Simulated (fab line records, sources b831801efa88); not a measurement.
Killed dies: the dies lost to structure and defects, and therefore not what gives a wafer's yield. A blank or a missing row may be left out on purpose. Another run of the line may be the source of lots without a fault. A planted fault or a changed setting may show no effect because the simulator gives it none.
Which of the tools did it?    flow sky130    12 lots with 36 wafers sampled at 4 steps, on a route of 708 steps

== WHAT EACH GAUGE READ, for each wafer ==
SKY_PASSIVATION_THK_MEAS_01.
lot   measured      on             PASSIVATION_CVD_00_THK (nm)
L461  day 43 17:37  film_metro-02  89.2 89.2 91.6
L462  day 44 06:11  film_metro-04  87.1 90.8 90.8
L463  day 44 10:53  film_metro-04  88.0 87.7 88.3
L464  day 44 15:18  film_metro-01  89.0 89.8 90.9
L470  day 46 14:05  film_metro-02  91.4 90.9 91.9
L471  day 46 15:28  film_metro-04  89.9 89.9 90.3
L475  day 47 13:41  film_metro-04  89.3 88.5 89.4
L476  day 48 01:38  film_metro-01  90.4 88.3 89.6
L481  day 49 11:20  film_metro-04  89.0 88.4 89.9
L484  day 49 20:03  film_metro-04  88.3 88.7 90.5
L483  day 49 22:41  film_metro-01  88.7 88.4 89.1
L482  day 50 02:10  film_metro-04  88.1 89.8 90.1

== WHAT TOOL EACH LOT RAN ON (gives the tool, then ch and the chambers of the sampled wafers, and finally the start) ==
lot   SKY_VIA1_CMP_24                SKY_VIA4_CMP_02                SKY_METAL5_SPUTTER_03
L461  cmp-02 ch 1,3, day 33 19:32    cmp-01 ch 0,1,3, day 41 16:25  pvd_sputter-01, day 42 17:43
L462  cmp-01 ch 0,1,2, day 34 12:56  cmp-01 ch 0,3, day 42 06:04    pvd_sputter-04, day 43 06:48
L463  cmp-02 ch 1,2,3, day 34 16:06  cmp-02 ch 0,2,3, day 42 10:43  pvd_sputter-04, day 43 11:21
L464  cmp-01 ch 0,1,2, day 34 21:35  cmp-01 ch 0,1, day 42 14:56    pvd_sputter-04, day 43 15:42
L470  cmp-01 ch 0,1,3, day 37 06:14  cmp-01 ch 0,1, day 44 17:47    pvd_sputter-01, day 45 16:31
L471  cmp-01 ch 0,2,3, day 37 07:15  cmp-01 ch 0,2,3, day 44 18:52  pvd_sputter-02, day 45 17:34
L475  cmp-02 ch 0,1, day 38 12:10    cmp-02 ch 0,3, day 45 18:22    pvd_sputter-01, day 46 17:07
L476  cmp-02 ch 1,2, day 39 03:02    cmp-01 ch 0,1, day 46 07:34    pvd_sputter-02, day 47 05:10
L481  cmp-01 ch 2,3, day 41 01:58    cmp-02 ch 0,2, day 47 18:55    pvd_sputter-02, day 48 16:02
L484  cmp-02 ch 0,1, day 41 12:56    cmp-02 ch 0,1,3, day 48 06:02  pvd_sputter-02, day 49 02:05
L483  cmp-02 ch 0,1,3, day 41 15:40  cmp-02 ch 2,3, day 48 08:52    pvd_sputter-04, day 49 04:56
L482  cmp-02 ch 0,2,3, day 41 19:19  cmp-02 ch 0,3, day 48 12:29    pvd_sputter-04, day 49 08:09
- SKY_VIA1_CMP_24: polishes, stops on SiO2, t overpolish 15 s, target thk 0 nm.
- SKY_VIA4_CMP_02: polishes SiO2.
- SKY_METAL5_SPUTTER_03: material Ti, target thk 5 nm, time 3.3 s.

== AS READ BY THE TOOLS THEMSELVES (means over the sampled wafers that have a number; for cases with no such wafer, the mark the record gives instead) ==
SKY_VIA1_CMP_24.
lot   tool    motor_current_A (A)  overpolish_run_s (s)  slurry_filter_dp_kPa (kPa)  time_to_endpoint_s (s)
L461  cmp-02  10.0                 15.004                13.46                       63
L462  cmp-01  12.0                 14.999                13.59                       65
L463  cmp-02  10.4                 15.005                13.52                       64
L464  cmp-01  12.1                 15.006                13.49                       64
L470  cmp-01  11.7                 15.001                13.55                       67
L471  cmp-01  11.2                 15.004                13.43                       63
L475  cmp-02  10.9                 15.000                13.49                       69
L476  cmp-02  11.0                 14.994                13.53                       69
L481  cmp-01  9.5                  15.000                13.52                       67
L484  cmp-02  10.6                 15.000                13.36                       67
L483  cmp-02  10.6                 15.013                13.53                       64
L482  cmp-02  10.9                 14.998                13.38                       62

SKY_VIA4_CMP_02.
lot   tool    motor_current_A (A)  slurry_filter_dp_kPa (kPa)
L461  cmp-01  12.9                 13.67
L462  cmp-01  13.3                 13.52
L463  cmp-02  11.7                 13.54
L464  cmp-01  14.1                 13.60
L470  cmp-01  14.7                 13.51
L471  cmp-01  12.2                 13.55
L475  cmp-02  11.0                 13.57
L476  cmp-01  14.3                 13.65
L481  cmp-02  12.7                 13.58
L484  cmp-02  11.4                 13.44
L483  cmp-02  11.1                 13.48
L482  cmp-02  11.7                 13.52

SKY_METAL5_SPUTTER_03.
lot   tool            throttle_valve_pct (%)
L461  pvd_sputter-01  29.0
L462  pvd_sputter-04  29.3
L463  pvd_sputter-04  29.9
L464  pvd_sputter-04  30.6
L470  pvd_sputter-01  30.0
L471  pvd_sputter-02  30.0
L475  pvd_sputter-01  28.3
L476  pvd_sputter-02  30.1
L481  pvd_sputter-02  30.0
L484  pvd_sputter-02  29.5
L483  pvd_sputter-04  29.4
L482  pvd_sputter-04  29.3

== THE ANSWER, worked out from the rows above alone ==
Rule: what is usual is taken from the lots themselves. The widest of any qualifying gaps counts: lots, ordered by their means at a reading, are off when they make up no more than a third of the lots, leave a main group of 4 or more, and stand apart from it by 3 or more times the standard deviation of that group's means. A main group whose means are all the same, to the digits that the tables above print for the reading, isn't used. Also off: a lot with no number at a reading for which 4 or more lots have one. Where the step has rows for the other lots, those lots are counted as sound. The gauges are gone through in route order, then the tools' own readings, and for those a lot's mean is taken as printed above. The first step at which some lot is off is used, and at that step the reading that is off furthest; a lot without a number counts as furthest.
None of the lots is off at any reading shown; this tells nothing.

== WHAT THE SIMULATOR HAD PUT IN ==
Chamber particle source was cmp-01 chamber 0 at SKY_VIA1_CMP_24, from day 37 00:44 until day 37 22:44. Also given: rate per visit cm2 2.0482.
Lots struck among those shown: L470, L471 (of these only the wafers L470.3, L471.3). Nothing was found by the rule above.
